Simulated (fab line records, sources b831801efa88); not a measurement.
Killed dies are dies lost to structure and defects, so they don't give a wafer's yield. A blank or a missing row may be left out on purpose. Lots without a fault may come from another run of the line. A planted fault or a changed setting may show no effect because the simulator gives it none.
fab line records | flow sfq_line
record lots=5 wafers=15 last_day=73
route steps=325 shown M8@313
lots that met no fault: from a run of the same line without faults
start_h: hours from the record's first day to the start of the lot's first wafer shown | wait_h: hours since the lot's step before | " the same as in the row above | L1.1+2: a row that stands for several wafers | - no value, or no start given | * or withheld: withheld | < > ~ a bound
route shown NAME@n: a module of which the file shows steps, and the number in the route of the first | usual: mean/standard deviation of fault-free wafers | same: alike in all rows | chamber/n: place in a boat | sites: the reading at each site | _std_site: their standard deviation | _edge_site: outer sites' mean less inner sites' | radius_mm: how far each site lies from the wafer's centre | mask NAME#n: copy n | behind: the tool/chamber that last shaped the wafer | hold: why the lot was held/for how many hours/how that ended | device: the transistor (n, p or np) that didn't switch | end of line: the same wafers' tests at the end of the route | a step without rows: its recipe alone | killed: dies lost to structure and defects at the first sort, not the wafer's yield | map: a wafer's dies, x killed, . not, _ none there
set.NAME: the setting as run; set.NAME@STEP: as run at that earlier step | model.NAME: the simulator's own value behind a step, which no gauge read
lots at some steps of the route; a table a step, a row a wafer
services: from which hour (start_h, from the record's first day; less than 0 if before it) a tool's chamber was out of use, for how many hours, and why
## steps
# step SFQ_TRILAYER_M8_LITHO_COAT_193
# recipe resist=KrF spin_rpm=3000 resist_thk_nm=600
# columns lot.wafer tool chamber start_h wait_h
L075.1+2+3 litho_track-01 0 - -
L080.1+4+6 litho_track-01 0 - -
L087.1+3+5 litho_track-03 0 - -
L091.2+4+6 litho_track-01 0 - -
L092.1+3+6 litho_track-01 0 - -
# step SFQ_TRILAYER_M8_LITHO_SOFTBAKE_199
# recipe temp_c=withheld time_s=withheld resist=KrF
# columns lot.wafer tool chamber start_h wait_h
L075.1+2+3 litho_track-01 0 - -
L080.1+4+6 litho_track-01 0 - -
L087.1+3+5 litho_track-03 0 - -
L091.2+4+6 litho_track-01 0 - -
L092.1+3+6 litho_track-01 0 - -
# step SFQ_TRILAYER_M8_LITHO_EXPOSE_194
# recipe mask_id=M8 na=0.6 source_shape=conventional sigma_outer=0.65 target_cd_nm=2000 dose_mj=14.4
# columns lot.wafer tool chamber start_h wait_h mask
L075.1+2+3 krf_scanner-01 0 1641.75 - M8#0
L080.1+4+6 krf_scanner-01 0 1725.61 - M8#0
L087.1+3+5 krf_scanner-01 0 1736.41 - M8#0
L091.2+4+6 krf_scanner-01 0 1749.60 - M8#0
L092.1+3+6 krf_scanner-01 0 1759.00 - M8#0
# step SFQ_TRILAYER_M8_LITHO_PEB_196
# recipe peb_temp_c=115 peb_time_s=60 resist=KrF
# columns lot.wafer tool chamber start_h wait_h
L075.1+2+3 litho_track-01 0 1642.95 1.0
L080.1+4+6 litho_track-04 0 1726.81 1.0
L087.1+3+5 litho_track-01 0 1737.61 1.0
L091.2+4+6 litho_track-04 0 1750.62 0.8
L092.1+3+6 litho_track-04 0 1760.20 1.0
# step SFQ_TRILAYER_M8_LITHO_DEVELOP_195
# recipe img_clear_s=15 time_s=55 resist=KrF
# same time_s=55
# columns lot.wafer tool chamber start_h wait_h
L075.1+2+3 litho_track-01 0 1643.10 0.1
L080.1+4+6 litho_track-04 0 1726.96 0.1
L087.1+3+5 litho_track-01 0 1737.76 0.1
L091.2+4+6 litho_track-04 0 1750.77 0.1
L092.1+3+6 litho_track-04 0 1760.35 0.1
# step SFQ_M8_OVL_MEAS_948
# usual M8_OVL=0/5.1
# columns lot.wafer tool chamber start_h wait_h M8_OVL[nm]
L075.1 overlay-01 - 1643.24 0.1 -2
L075.2 " - " " -5
L075.3 " - " " -3
L080.1 overlay-02 - 1727.10 0.1 -2
L080.4 " - " " -3
L080.6 " - " " 0
L087.1 overlay-02 - 1737.90 0.1 11
L087.3 " - " " 10
L087.5 " - " " 8
L091.2 overlay-01 - 1750.90 0.1 -3
L091.4 " - " " -7
L091.6 " - " " -7
L092.1 overlay-01 - 1760.49 0.1 9
L092.3 " - " " 11
L092.6 " - " " 11
# step SFQ_TRILAYER_M8_DEP_EVAP_197
# recipe material=Ti angular_spread_deg=1 target_thk_nm=20 time_s=100 power_w=2000
# same time_s=100
# columns lot.wafer tool chamber start_h wait_h
L075.1+2+3 pvd_sputter-01 - 1643.28 0.0
L080.1+4+6 pvd_sputter-02 - 1727.14 0.0
L087.1+3+5 pvd_sputter-01 - 1737.94 0.0
L091.2+4+6 pvd_sputter-01 - 1750.93 0.0
L092.1+3+6 pvd_sputter-02 - 1760.53 0.0
# step SFQ_TRILAYER_M8_DEP_EVAP_198
# recipe material=Pt angular_spread_deg=1 target_thk_nm=50 time_s=250 power_w=2000
# same time_s=250
# columns lot.wafer tool chamber start_h wait_h
L075.1+2+3 pvd_sputter-01 - 1643.35 0.0
L080.1+4+6 pvd_sputter-02 - 1727.21 0.0
L087.1+3+5 pvd_sputter-01 - 1738.01 0.0
L091.2+4+6 pvd_sputter-01 - 1751.00 0.0
L092.1+3+6 pvd_sputter-02 - 1760.60 0.0
# step SFQ_TRILAYER_M8_DEP_EVAP_196
# recipe material=Au angular_spread_deg=1 target_thk_nm=180 time_s=900 power_w=2000
# same time_s=900
# columns lot.wafer tool chamber start_h wait_h
L075.1+2+3 pvd_sputter-01 - 1643.50 0.1
L080.1+4+6 pvd_sputter-02 - 1727.36 0.1
L087.1+3+5 pvd_sputter-01 - 1738.16 0.1
L091.2+4+6 pvd_sputter-01 - 1751.15 0.1
L092.1+3+6 pvd_sputter-02 - 1760.75 0.1
# step SFQ_M8_RS_MEAS_949
# recipe thk_meas_gauge=four-point-probe reads=Au_of_TRILAYER_M8_DEP_EVAP_196+Pt_of_TRILAYER_M8_DEP_EVAP_198+Ti_of_TRILAYER_M8_DEP_EVAP_197
# usual M8_AU_RS=0.1539/0.0018
# columns lot.wafer tool chamber start_h wait_h M8_AU_RS[ohm/sq]
L075.1 film_metro-03 - 1644.02 0.3 0.1533
L075.2 " - " " 0.1524
L075.3 " - " " 0.1508
L080.1 film_metro-03 - 1727.88 0.3 0.1534
L080.4 " - " " 0.1531
L080.6 " - " " 0.1527
L087.1 film_metro-04 - 1738.68 0.3 0.1534
L087.3 " - " " 0.1527
L087.5 " - " " 0.1526
L091.2 film_metro-04 - 1751.69 0.3 0.1531
L091.4 " - " " 0.1546
L091.6 " - " " 0.1541
L092.1 film_metro-02 - 1761.27 0.3 0.1547
L092.3 " - " " 0.1528
L092.6 " - " " 0.1543
# step SFQ_M8_THK_MEAS_950
# recipe thk_meas_gauge=xrf reads=Au_of_TRILAYER_M8_DEP_EVAP_196
# usual M8_AU_THK=183.5/2.2
# columns lot.wafer tool chamber start_h wait_h M8_AU_THK[nm]
L075.1 film_metro-03 - 1644.14 0.1 184.4
L075.2 " - " " 184.7
L075.3 " - " " 187.3
L080.1 film_metro-03 - 1728.00 0.1 184.3
L080.4 " - " " 185.1
L080.6 " - " " 186.0
L087.1 film_metro-04 - 1738.80 0.1 183.9
L087.3 " - " " 185.7
L087.5 " - " " 185.1
L091.2 film_metro-04 - 1751.80 0.1 184.3
L091.4 " - " " 183.9
L091.6 " - " " 183.2
L092.1 film_metro-02 - 1761.39 0.1 181.6
L092.3 " - " " 184.8
L092.6 " - " " 183.0
# step SFQ_TRILAYER_M8_LIFTOFF_LIFTOFF_197
# recipe temp_c=80 time_s=600 chemistry=NMP
# usual temp_c=80.00/0.14
# same time_s=600
# columns lot.wafer tool chamber start_h wait_h temp_c
L075.1 wet_bench-03 3 1644.20 0.1 79.90
L075.2 " 2 " " 80.13
L075.3 " 4 " " 80.27
L080.1 wet_bench-04 7 1728.06 0.1 79.78
L080.4 " 5 " " 79.83
L080.6 " 3 " " 79.77
L087.1 wet_bench-01 1 1738.86 0.1 79.80
L087.3 " 3 " " 80.14
L087.5 " 2 " " 79.85
L091.2 wet_bench-04 7 1751.85 0.0 80.07
L091.4 " 6 " " 79.99
L091.6 " 4 " " 80.26
L092.1 wet_bench-01 5 1761.45 0.1 79.86
L092.3 " 6 " " 79.81
L092.6 " 7 " " 80.05
# step SFQ_M8_BOW_MEAS_951
# recipe mode=bow
# usual M8_BOW=9/9.8
# columns lot.wafer tool chamber start_h wait_h M8_BOW[um]
L075.1 film_metro-04 - 1644.38 0.0 18
L075.2 " - " " 6
L075.3 " - " " 10
L080.1 film_metro-02 - 1728.24 0.0 -1
L080.4 " - " " 5
L080.6 " - " " 1
L087.1 film_metro-03 - 1739.04 0.0 24
L087.3 " - " " 22
L087.5 " - " " 7
L091.2 film_metro-02 - 1752.04 0.0 23
L091.4 " - " " 18
L091.6 " - " " 19
L092.1 film_metro-04 - 1761.62 0.0 10
L092.3 " - " " 25
L092.6 " - " " 9
## services
# columns tool chamber start_h hours kind
krf_scanner-01 - 1620.57 4.4 pm
pvd_sputter-01 - 1660.43 3.5 repair
krf_scanner-01 - 1664.26 1.3 pm
krf_scanner-01 - 1695.62 6.8 repair
krf_scanner-01 - 1702.42 1.0 pm
krf_scanner-01 - 1712.86 0.8 pm
pvd_sputter-02 - 1741.67 1.8 repair
wet_bench-03 - 1745.59 2.2 repair
## key
fault none
